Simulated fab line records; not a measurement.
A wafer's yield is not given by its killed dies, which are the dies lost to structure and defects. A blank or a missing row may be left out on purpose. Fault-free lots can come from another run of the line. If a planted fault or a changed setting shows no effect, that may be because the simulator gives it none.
fab line records ; flow sky130
record: lots: 6; wafers: 18; lastDay: 49
route steps=708 shown POLY_GATE@220 PAD_OPEN@708
lots untouched by any fault: they come from a run of this same line in which no faults occurred
startH: start of the lot's first displayed wafer, in hours after the record's first day ; waitH: hours since the lot's step before ; " same as the row above ; L1.1+2: a row that stands for several wafers ; - no value, or no start was given ; * or withheld: withheld ; < > ~ a bound
route shown NAME@n: names a module that has steps shown in the file, with the first one's number in the route ; usual: the fault-free wafers' mean and standard deviation ; same: alike in all rows ; chamber/n: place in a boat ; sites: the reading at each site ; _std_site: standard deviation of those values ; _edge_site: mean of outer sites minus mean of inner sites ; radiusMm: for every site, how far away it sits from the centre of the wafer ; mask NAME#n: copy n ; behind: the most recent tool/chamber to have shaped the wafer ; hold: what put the lot on hold/how long, in hours/how the hold closed ; device: transistor that didn't switch, given as n, p or np ; end of line: tests run on the same wafers once the route is complete ; a step given without rows: its recipe and nothing more ; killed: the dies lost at the first sort to structure and to defects; this is not the yield of the wafer ; map: a wafer's dies, marking killed ones x, the rest . and places with no die _
set.NAME: the setting the step ran with; set.NAME@STEP: the setting that earlier step ran with ; model.NAME: the simulator's own value behind a step, which no gauge read
lots seen at some steps along the route; tables by step, rows by wafer
services: when a tool's chamber went out of use (startH, in hours from the record's first day, below 0 if earlier), for how many hours, and the reason
== steps ==
step: SKY_POLY_GATE_HMDS_06
recipe: primeTimeS: 60; primeTempC: 120
step: SKY_POLY_GATE_COAT_07
recipe: resist: BARC; tempC: withheld; timeS: withheld; spinRpm: 3000; resistThkNm: 110
step: SKY_POLY_GATE_COAT_08
recipe: resist: KrF-thick; spinRpm: 3000; resistThkNm: 450
step: SKY_POLY_GATE_SOFTBAKE_09
recipe: tempC: 100; timeS: 90; resist: KrF-thick
step: SKY_POLY_GATE_EXPOSE_10
recipe: maskId: P1M; na: 0.68; sourceShape: conventional; sigmaOuter: 0.6; targetCdNm: 150; doseMj: 28
step: SKY_POLY_GATE_PEB_11
recipe: pebTempC: withheld; pebTimeS: withheld; resist: KrF-thick
step: SKY_POLY_GATE_DEVELOP_12
recipe: developTimeS: 60; resist: KrF-thick; devTempC: 21
step: SKY_POLY_GATE_CD_MEAS_13
recipe: targetCdNm: 150
usual: cdNm: 150.2/1.6
lot.wafer;tool;chamber;startH;waitH;cdNm
L226.1;cdSem-02;-;378.13;-;148.7
L226.2;cdSem-02;-;378.13;-;148.8
L226.4;cdSem-02;-;378.13;-;147.5
L235.2;cdSem-01;-;456.70;-;153.0
L235.3;cdSem-01;-;456.70;-;152.5
L235.6;cdSem-01;-;456.70;-;152.6
L236.1;cdSem-02;-;463.48;-;151.6
L236.5;cdSem-02;-;463.48;-;151.6
L236.6;cdSem-02;-;463.48;-;150.7
L237.1;cdSem-01;-;474.19;-;150.7
L237.2;cdSem-01;-;474.19;-;148.3
L237.4;cdSem-01;-;474.19;-;150.5
L238.2;cdSem-02;-;484.30;-;149.6
L238.3;cdSem-02;-;484.30;-;149.0
L238.5;cdSem-02;-;484.30;-;148.2
L245.2;cdSem-02;-;547.50;-;150.8
L245.5;cdSem-02;-;547.50;-;149.6
L245.6;cdSem-02;-;547.50;-;150.8
step: SKY_POLY_GATE_OVL_MEAS_14
usual: POLY_GATE_OVL: -1/5
lot.wafer;tool;chamber;startH;waitH;POLY_GATE_OVL[nm]
L226.1;overlay-02;-;378.25;0.1;-9
L226.2;overlay-02;-;378.25;0.1;-11
L226.4;overlay-02;-;378.25;0.1;-13
L235.2;overlay-01;-;456.81;0.1;3
L235.3;overlay-01;-;456.81;0.1;4
L235.6;overlay-01;-;456.81;0.1;8
L236.1;overlay-01;-;463.60;0.1;2
L236.5;overlay-01;-;463.60;0.1;-4
L236.6;overlay-01;-;463.60;0.1;-1
L237.1;overlay-01;-;474.31;0.1;-7
L237.2;overlay-01;-;474.31;0.1;-6
L237.4;overlay-01;-;474.31;0.1;-3
L238.2;overlay-01;-;484.41;0.1;9
L238.3;overlay-01;-;484.41;0.1;5
L238.5;overlay-01;-;484.41;0.1;3
L245.2;overlay-02;-;547.60;0.1;-8
L245.5;overlay-02;-;547.60;0.1;-1
L245.6;overlay-02;-;547.60;0.1;-6
step: SKY_POLY_GATE_ETCH_15
recipe: chemistry: N2/H2; target: BARC; ionEnergyEv: 200; sourceW: 500; biasW: 100; pressureMtorr: 30; n2FlowSccm: 100; h2FlowSccm: 200; stopOn: SiO2; timeS: 118.5; targetDepthA: 1100
usual: drypumpMotorCurrentA: 5.9/0.34; oesProductAu: 0.717/0.0043; throttleValvePct: 13.212/0.0098
lot.wafer;tool;chamber;startH;waitH;drypumpMotorCurrentA;oesProductAu;rfHoursCounterH;throttleValvePct
L226.1;rieDiel-02;3;378.29;0.0;5.9;0.715;2;13.185
L226.2;rieDiel-02;2;378.29;0.0;6.0;0.715;57;13.218
L226.4;rieDiel-02;0;378.29;0.0;5.7;0.715;22;13.213
L235.2;rieDiel-01;0;456.84;0.0;5.7;0.715;17;13.196
L235.3;rieDiel-01;1;456.84;0.0;5.5;0.715;76;13.213
L235.6;rieDiel-01;3;456.84;0.0;6.5;0.718;-;13.218
L236.1;rieDiel-01;3;463.64;0.0;6.4;0.712;29;13.221
L236.5;rieDiel-01;0;463.64;0.0;5.6;0.715;-;13.231
L236.6;rieDiel-01;1;463.64;0.0;5.5;0.722;-;13.206
L237.1;rieDiel-01;2;474.34;0.0;6.0;0.713;51;13.211
L237.2;rieDiel-01;0;474.34;0.0;5.7;0.714;18;13.219
L237.4;rieDiel-01;3;474.34;0.0;6.5;0.721;29;13.211
L238.2;rieDiel-01;2;484.44;0.0;6.0;0.716;51;13.219
L238.3;rieDiel-01;1;484.44;0.0;5.5;0.721;77;13.206
L238.5;rieDiel-01;0;484.44;0.0;5.7;0.722;-;13.208
L245.2;rieDiel-01;3;547.63;0.0;6.5;0.720;31;13.209
L245.5;rieDiel-01;0;547.63;0.0;5.7;0.717;-;13.203
L245.6;rieDiel-01;3;547.63;0.0;6.4;0.720;-;13.214
step: SKY_POLY_GATE_ETCH_16
recipe: stopOn: poly-Si; chemistry: CH3F/O2; target: Si3N4; sourceW: 400; biasW: 80; pressureMtorr: 25; ch3fFlowSccm: 40; O2_flow_sccm: 30; timeS: 147.5; targetDepthA: 750
usual: drypumpMotorCurrentA: 5.9/0.33; oesProductAu: 0.638/0.0048; throttleValvePct: 10.535/0.0096
lot.wafer;tool;chamber;startH;waitH;drypumpMotorCurrentA;oesProductAu;rfHoursCounterH;throttleValvePct
L226.1;rieDiel-02;3;378.37;0.0;5.9;0.635;2;10.534
L226.2;rieDiel-02;2;378.37;0.0;6.0;0.646;58;10.539
L226.4;rieDiel-02;0;378.37;0.0;5.7;0.638;22;10.536
L235.2;rieDiel-01;0;456.92;0.0;5.7;0.638;17;10.533
L235.3;rieDiel-01;1;456.92;0.0;5.5;0.638;76;10.547
L235.6;rieDiel-01;3;456.92;0.0;6.5;0.641;-;10.523
L236.1;rieDiel-01;3;463.72;0.0;6.5;0.632;29;10.517
L236.5;rieDiel-01;0;463.72;0.0;5.7;0.631;-;10.538
L236.6;rieDiel-01;1;463.72;0.0;5.4;0.638;-;10.543
L237.1;rieDiel-01;2;474.43;0.0;6.0;0.645;51;10.535
L237.2;rieDiel-01;0;474.43;0.0;5.7;0.632;18;10.529
L237.4;rieDiel-01;3;474.43;0.0;6.5;0.636;29;10.545
L238.2;rieDiel-01;2;484.52;0.0;6.0;0.640;51;10.550
L238.3;rieDiel-01;1;484.52;0.0;5.5;0.642;77;10.535
L238.5;rieDiel-01;0;484.52;0.0;5.6;0.636;-;10.521
L245.2;rieDiel-01;3;547.72;0.0;6.5;0.642;31;10.529
L245.5;rieDiel-01;0;547.72;0.0;5.7;0.640;-;10.545
L245.6;rieDiel-01;3;547.72;0.0;6.5;0.641;-;10.534
step: SKY_POLY_GATE_ETCH_17
recipe: targetDepthNm: 180; stopOn: SiO2; overEtchFrac: 0.56667; chemistry: HBr/Cl2; target: poly-Si; icpW: 400; biasW: 100; pressureMtorr: 10; HBr_flow_sccm: 150; Cl2_flow_sccm: 50; timeS: 70.5
usual: drypumpMotorCurrentA: 5.5/0.53; heBacksideLeakSccm: 2.75/0.25; oesProductAu: 0.985/0.007; throttleValvePct: 33.684/0.01
same: overEtchFrac: 0.56667
lot.wafer;tool;chamber;startH;waitH;drypumpMotorCurrentA;heBacksideLeakSccm;oesProductAu;rfHoursCounterH;throttleValvePct
L226.1;rieSi-01;3;378.47;0.0;5.3;2.95;0.990;1;33.687
L226.2;rieSi-01;2;378.47;0.0;5.1;2.66;0.986;39;33.705
L226.4;rieSi-01;1;378.47;0.0;5.0;2.71;0.998;6;33.681
L235.2;rieSi-01;1;457.02;0.0;5.0;2.74;0.982;7;33.678
L235.3;rieSi-01;2;457.02;0.0;5.1;2.74;0.990;40;33.683
L235.6;rieSi-01;3;457.02;0.0;5.3;2.87;0.988;-;33.689
L236.1;rieSi-01;0;463.82;0.0;5.0;2.83;0.985;2;33.690
L236.5;rieSi-01;3;463.82;0.0;5.3;2.79;0.973;-;33.688
L236.6;rieSi-01;2;463.82;0.0;5.1;2.69;0.978;-;33.702
L237.1;rieSi-01;1;474.52;0.0;5.0;2.68;0.989;7;33.674
L237.2;rieSi-01;0;474.52;0.0;5.0;2.93;0.990;2;33.693
L237.4;rieSi-01;2;474.52;0.0;5.1;2.70;0.980;40;33.676
L238.2;rieSi-02;0;484.62;0.0;6.3;2.89;0.983;0;33.688
L238.3;rieSi-02;2;484.62;0.0;6.0;2.66;0.982;3;33.681
L238.5;rieSi-02;0;484.62;0.0;6.3;2.89;0.992;-;33.700
L245.2;rieSi-01;3;547.82;0.0;5.3;2.94;0.990;2;33.677
L245.5;rieSi-01;2;547.82;0.0;5.1;2.68;0.996;-;33.676
L245.6;rieSi-01;3;547.82;0.0;5.3;2.90;0.990;-;33.672
step: SKY_POLY_GATE_STRIP_18
recipe: chemistry: O2/N2; powerW: 1400; pressureMtorr: 1500; platenTempC: withheld; o2FlowSccm: 3000; n2FlowSccm: 300; overashFraction: 0.5
usual: chamberPressureMTorr: 1500.0/1.4; drypumpMotorCurrentA: 5.7/0.34; oesProductAu: 0.360/0.0048; stripTimeToEndpointS: 3.152/0.027
lot.wafer;tool;chamber;startH;waitH;chamberPressureMTorr;drypumpMotorCurrentA;oesProductAu;rfHoursCounterH;stripTimeToEndpointS;model.KrF-thick_of_POLY_GATE_COAT_08.thkNm;model.BARC_of_POLY_GATE_COAT_07.thkNm
L226.1;plasmaAsher-01;0;378.52;0.0;1502.1;5.3;0.361;69;3.177;0;0
L226.2;plasmaAsher-01;1;378.52;0.0;1499.4;5.6;0.362;69;3.170;0;0
L226.4;plasmaAsher-01;0;378.52;0.0;1499.2;5.3;0.357;-;3.151;0;0
L235.2;plasmaAsher-04;1;457.07;0.0;-;-;-;-;-;138.7;109.8
L235.3;plasmaAsher-04;0;457.07;0.0;-;-;-;-;-;137.2;109.9
L235.6;plasmaAsher-04;1;457.07;0.0;-;-;-;-;-;139.5;109.6
L236.1;plasmaAsher-04;1;463.87;0.0;-;-;-;-;-;139.5;109.8
L236.5;plasmaAsher-04;1;463.87;0.0;-;-;-;-;-;137.7;110.1
L236.6;plasmaAsher-04;0;463.87;0.0;-;-;-;-;-;134.3;109.7
L237.1;plasmaAsher-01;1;474.58;0.0;1499.4;5.6;0.364;4;3.178;0;0
L237.2;plasmaAsher-01;0;474.58;0.0;1499.9;5.2;0.363;4;3.179;0;0
L237.4;plasmaAsher-01;1;474.58;0.0;1501.5;5.6;0.357;-;3.174;0;0
L238.2;plasmaAsher-04;1;484.67;0.0;1499.6;6.2;0.376;82;3.175;0;0
L238.3;plasmaAsher-04;0;484.67;0.0;1499.3;5.9;0.355;-;3.206;0;0
L238.5;plasmaAsher-04;1;484.67;0.0;1500.0;6.2;0.366;-;3.178;0;0
L245.2;plasmaAsher-02;0;547.87;0.0;1501.0;5.3;0.365;39;3.159;0;0
L245.5;plasmaAsher-02;1;547.87;0.0;1500.1;5.8;0.364;-;3.167;0;0
L245.6;plasmaAsher-02;0;547.87;0.0;1500.3;5.3;0.359;-;3.165;0;0
step: SKY_POLY_GATE_CLEAN_19
recipe: chemistry: SC1/SC2; mix: 1:4:20; tempC: 70; timeS: 150; dry: n2Spin
step: SKY_PAD_OPEN_PROBE_99
usual: killed_at_M0_to_M3: 43/7; killed_at_M4_up: 3.1/2; killedAtContacts: 24/5.3; killedAtFrontEnd: 15/4.2; killedAtOther: 0.4/0.66; killedDies: 86/9.5; killedOnRim: 17/3.9; killedOpen: 47/7.4; killedShort: 38/6.2
same: grossDies: 492; killedAtBackSide: 0
lot.wafer;tool;chamber;startH;waitH;killed_at_M0_to_M3;killed_at_M4_up;killedAtContacts;killedAtFrontEnd;killedAtOther;killedDies;killedOnRim;killedOpen;killedShort
L226.1;prober-02;-;1082.91;0.1;43;4;24;11;1;83;17;48;35
L226.2;prober-02;-;1082.96;0.1;45;2;19;14;0;80;10;44;36
L226.4;prober-02;-;1083.06;0.2;31;4;19;16;0;70;11;42;28
L235.2;prober-01;-;1135.40;0.1;58;2;21;410;1;492;96;49;44
L235.3;prober-01;-;1135.45;0.2;38;2;20;432;0;492;96;36;37
L235.6;prober-01;-;1135.60;0.2;45;1;31;414;1;492;96;49;47
L236.1;prober-02;-;1139.55;0.1;40;1;25;426;0;492;96;49;33
L236.5;prober-02;-;1139.75;0.2;47;4;29;412;0;492;96;54;47
L236.6;prober-02;-;1139.80;0.2;43;3;31;414;1;492;96;51;42
L237.1;prober-02;-;1147.09;0.1;49;3;25;17;0;94;21;51;43
L237.2;prober-02;-;1147.14;0.1;47;1;27;21;0;96;21;57;39
L237.4;prober-02;-;1147.24;0.2;56;4;21;24;0;105;20;55;50
L238.2;prober-01;-;1150.12;0.1;41;3;25;19;1;89;14;32;57
L238.3;prober-01;-;1150.17;0.2;35;2;32;14;0;83;18;51;32
L238.5;prober-01;-;1150.27;0.2;48;4;28;12;0;92;26;52;40
L245.2;prober-02;-;1185.07;0.1;41;2;23;28;0;94;17;53;41
L245.5;prober-02;-;1185.22;0.2;36;1;25;18;2;82;15;48;32
L245.6;prober-02;-;1185.27;0.2;42;1;39;13;0;95;23;48;47
killed by level:class
L226.1 CONTACT:geometricParticle:short=10 VIA1:geometricParticle:open=10 CONTACT:geometricParticle:open=9 VIA2:geometricParticle:open=9 POLY_GATE:geometricParticle:open=6 METAL2:geometricParticle:short=5 VIA3:geometricParticle:open=5 LI_CONTACT:geometricParticle:open=4
L226.2 VIA2:geometricParticle:open=11 CONTACT:geometricParticle:open=7 FIELD_ISO:geometricParticle:open=6 VIA1:geometricParticle:short=6 VIA1:geometricParticle:open=5 METAL3:geometricParticle:short=5 CONTACT:geometricParticle:short=4 LOCAL_INTERCONNECT:geometricParticle:short=4
L226.4 VIA3:geometricParticle:open=8 CONTACT:geometricParticle:open=7 POLY_GATE:geometricParticle:open=7 LI_CONTACT:geometricParticle:open=5 CONTACT:geometricParticle:short=5 VIA1:geometricParticle:open=5 METAL2:geometricParticle:short=4 FIELD_ISO:geometricParticle:short=3
L235.2 POLY_GATE:areaOxidation=399 VIA1:geometricParticle:open=18 METAL1:geometricParticle:short=10 METAL2:geometricParticle:short=9 LI_CONTACT:geometricParticle:open=7 VIA2:geometricParticle:open=6 CONTACT:geometricParticle:open=5 CONTACT:geometricParticle:short=5
L235.3 POLY_GATE:areaOxidation=419 LI_CONTACT:geometricParticle:open=10 METAL1:geometricParticle:short=9 VIA1:geometricParticle:open=6 CONTACT:geometricParticle:open=5 VIA1:geometricParticle:short=5 METAL2:geometricParticle:short=5 VIA2:geometricParticle:open=5
L235.6 POLY_GATE:areaOxidation=396 LI_CONTACT:geometricParticle:open=13 VIA1:geometricParticle:open=9 VIA1:geometricParticle:short=8 METAL2:geometricParticle:short=7 FIELD_ISO:geometricParticle:open=6 CONTACT:geometricParticle:open=6 LI_CONTACT:geometricParticle:short=5
L236.1 POLY_GATE:areaOxidation=410 CONTACT:geometricParticle:open=10 VIA3:geometricParticle:open=8 VIA2:geometricParticle:open=8 FIELD_ISO:geometricParticle:open=6 CONTACT:geometricParticle:short=6 VIA1:geometricParticle:open=6 VIA3:geometricParticle:short=5
L236.5 POLY_GATE:areaOxidation=391 METAL2:geometricParticle:short=13 LI_CONTACT:geometricParticle:open=9 CONTACT:geometricParticle:open=9 VIA1:geometricParticle:open=9 CONTACT:geometricParticle:short=8 VIA2:geometricParticle:open=8 POLY_GATE:geometricParticle:open=6
L236.6 POLY_GATE:areaOxidation=399 METAL1:geometricParticle:short=11 CONTACT:geometricParticle:open=9 VIA1:geometricParticle:open=9 LI_CONTACT:geometricParticle:open=8 LOCAL_INTERCONNECT:geometricParticle:short=7 VIA3:geometricParticle:open=6 FIELD_ISO:geometricParticle:open=5
L237.1 CONTACT:geometricParticle:open=12 VIA1:geometricParticle:open=9 VIA3:geometricParticle:open=9 CONTACT:geometricParticle:short=8 POLY_GATE:geometricParticle:open=7 VIA2:geometricParticle:open=6 METAL2:geometricParticle:short=5 METAL1:geometricParticle:short=4
L237.2 VIA1:geometricParticle:open=12 CONTACT:geometricParticle:open=10 LI_CONTACT:geometricParticle:open=7 VIA3:geometricParticle:open=7 METAL2:geometricParticle:short=6 POLY_GATE:geometricParticle:short=5 POLY_GATE:geometricParticle:open=5 CONTACT:geometricParticle:short=5
L237.4 VIA1:geometricParticle:open=13 METAL1:geometricParticle:short=11 CONTACT:geometricParticle:open=11 POLY_GATE:geometricParticle:short=8 VIA2:geometricParticle:open=7 FIELD_ISO:geometricParticle:open=5 POLY_GATE:geometricParticle:open=5 METAL2:geometricParticle:short=5
L238.2 CONTACT:geometricParticle:short=10 FIELD_ISO:geometricParticle:short=9 VIA1:geometricParticle:open=9 METAL1:geometricParticle:short=8 FIELD_ISO:geometricParticle:open=7 VIA3:geometricParticle:short=5 LI_CONTACT:geometricParticle:short=4 LOCAL_INTERCONNECT:geometricParticle:short=4
L238.3 VIA1:geometricParticle:open=12 CONTACT:geometricParticle:open=12 LI_CONTACT:geometricParticle:open=7 VIA3:geometricParticle:open=6 FIELD_ISO:geometricParticle:short=5 METAL1:geometricParticle:short=5 POLY_GATE:geometricParticle:open=4 LI_CONTACT:geometricParticle:short=4
L238.5 LI_CONTACT:geometricParticle:open=10 VIA3:geometricParticle:open=10 VIA2:geometricParticle:open=9 VIA1:geometricParticle:short=8 CONTACT:geometricParticle:open=8 VIA1:geometricParticle:open=6 CONTACT:geometricParticle:short=5 METAL2:geometricParticle:short=5
L245.2 VIA3:geometricParticle:open=11 FIELD_ISO:geometricParticle:open=8 LI_CONTACT:geometricParticle:open=7 POLY_GATE:geometricParticle:open=7 METAL2:geometricParticle:short=7 METAL1:geometricParticle:short=7 CONTACT:geometricParticle:short=6 VIA1:geometricParticle:open=5
L245.5 CONTACT:geometricParticle:open=13 VIA1:geometricParticle:open=9 FIELD_ISO:geometricParticle:open=6 METAL1:geometricParticle:short=6 POLY_GATE:geometricParticle:short=5 LI_CONTACT:geometricParticle:open=5 VIA3:geometricParticle:open=5 CONTACT:geometricParticle:short=4
L245.6 CONTACT:geometricParticle:open=11 LOCAL_INTERCONNECT:geometricParticle:short=10 VIA3:geometricParticle:open=10 VIA1:geometricParticle:open=9 LI_CONTACT:geometricParticle:open=6 CONTACT:geometricParticle:short=6 LI_CONTACT:geometricParticle:short=5 METAL2:geometricParticle:short=5
map L235.2 (x killed, . not)
__________xxxxxxxxxx_________
________xxxxxxxxxxxxxx_______
______xxxxxxxxxxxxxxxxxx_____
_____xxxxxxxxxxxxxxxxxxxx____
____xxxxxxxxxxxxxxxxxxxxxx___
___xxxxxxxxxxxxxxxxxxxxxxxx__
__xxxxxxxxxxxxxxxxxxxxxxxxxx_
_xxxxxxxxxxxxxxxxxxxxxxxxxxxx
_xxxxxxxxxxxxxxxxxxxxxxxxxxxx
_xxxxxxxxxxxxxxxxxxxxxxxxxxxx
_xxxxxxxxxxxxxxxxxxxxxxxxxxxx
_xxxxxxxxxxxxxxxxxxxxxxxxxxxx
_xxxxxxxxxxxxxxxxxxxxxxxxxxxx
_xxxxxxxxxxxxxxxxxxxxxxxxxxxx
_xxxxxxxxxxxxxxxxxxxxxxxxxxxx
__xxxxxxxxxxxxxxxxxxxxxxxxxx_
___xxxxxxxxxxxxxxxxxxxxxxxx__
____xxxxxxxxxxxxxxxxxxxxxx___
_____xxxxxxxxxxxxxxxxxxxx____
______xxxxxxxxxxxxxxxxxx_____
________xxxxxxxxxxxxxx_______
__________xxxxxxxxxx_________
map L236.1 (x killed, . not)
__________xxxxxxxxxx_________
________xxxxxxxxxxxxxx_______
______xxxxxxxxxxxxxxxxxx_____
_____xxxxxxxxxxxxxxxxxxxx____
____xxxxxxxxxxxxxxxxxxxxxx___
___xxxxxxxxxxxxxxxxxxxxxxxx__
__xxxxxxxxxxxxxxxxxxxxxxxxxx_
_xxxxxxxxxxxxxxxxxxxxxxxxxxxx
_xxxxxxxxxxxxxxxxxxxxxxxxxxxx
_xxxxxxxxxxxxxxxxxxxxxxxxxxxx
_xxxxxxxxxxxxxxxxxxxxxxxxxxxx
_xxxxxxxxxxxxxxxxxxxxxxxxxxxx
_xxxxxxxxxxxxxxxxxxxxxxxxxxxx
_xxxxxxxxxxxxxxxxxxxxxxxxxxxx
_xxxxxxxxxxxxxxxxxxxxxxxxxxxx
__xxxxxxxxxxxxxxxxxxxxxxxxxx_
___xxxxxxxxxxxxxxxxxxxxxxxx__
____xxxxxxxxxxxxxxxxxxxxxx___
_____xxxxxxxxxxxxxxxxxxxx____
______xxxxxxxxxxxxxxxxxx_____
________xxxxxxxxxxxxxx_______
__________xxxxxxxxxx_________
== services ==
tool;chamber;startH;hours;kind
rieSi-02;0;357.08;5.2;repair
rieSi-02;2;357.68;4.0;repair
rieDiel-01;-;362.23;15.6;pm
rieDiel-01;-;377.83;2.8;pm
rieDiel-01;0;378.02;2.6;repair
rieDiel-02;-;402.36;2.8;pm
rieDiel-02;1;406.25;1.2;repair
rieDiel-01;3;408.59;1.6;repair
rieSi-02;-;418.14;2.8;pm
plasmaAsher-01;-;421.25;9.0;pm
plasmaAsher-01;0;421.25;9.0;ventCycle
plasmaAsher-01;1;421.25;9.0;ventCycle
plasmaAsher-01;0;430.25;-;clean
rieDiel-01;2;450.80;17.4;repair
plasmaAsher-04;-;459.88;1.3;repair
plasmaAsher-01;-;480.96;14.6;pm
rieDiel-01;2;492.04;3.7;repair
rieSi-01;-;493.46;2.8;pm
rieSi-02;3;493.67;5.0;repair
plasmaAsher-04;-;512.98;0.6;repair
plasmaAsher-02;-;523.35;11.1;repair
rieSi-02;2;525.37;7.4;repair
rieSi-02;0;536.15;3.1;repair
rieSi-02;0;540.77;2.9;repair
== key ==
firstSign: step: SKY_POLY_GATE_STRIP_18; reading: toolRecord; direction: missing
effect: step: SKY_PAD_OPEN_PROBE_99; reading: killedAtFrontEnd; direction: up; sigmas: 95; usual: 15; struck: 418
modelEffect: step: SKY_POLY_GATE_STRIP_18; value: KrF-thick_of_POLY_GATE_COAT_08.thkNm; without: 0; struck: 137.8
moreKillsBornAt: SKY_POLY_GATE_OXIDATION_20@furnace-01: 1214; SKY_POLY_GATE_OXIDATION_20@furnace-02: 1200
metAt SKY_POLY_GATE_STRIP_18
struckWafers L235.2,L235.3,L235.6,L236.1,L236.5,L236.6
laterRowsLeftOut L235.2,L235.3,L235.6,L236.1,L236.5,L236.6
testerLeftOut L235,L236
fault: kind: skippedStepWhole; tool: plasmaAsher-04; chamber: -; onsetH: 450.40; steps: SKY_POLY_GATE_STRIP_18; scope: struckLotsOnly
testerLeftOut: of these lots the tester's yield and bins aren't shown, on N5 and GAA mostly nor the transistor test; their killed dies are dies lost to structure and defects alone, not to doping, threshold or leakage, so they don't give the yield
laterRowsLeftOut: the simulator's readings of these wafers behind a module that went badly wrong aren't trusted and aren't shown, but for the sort
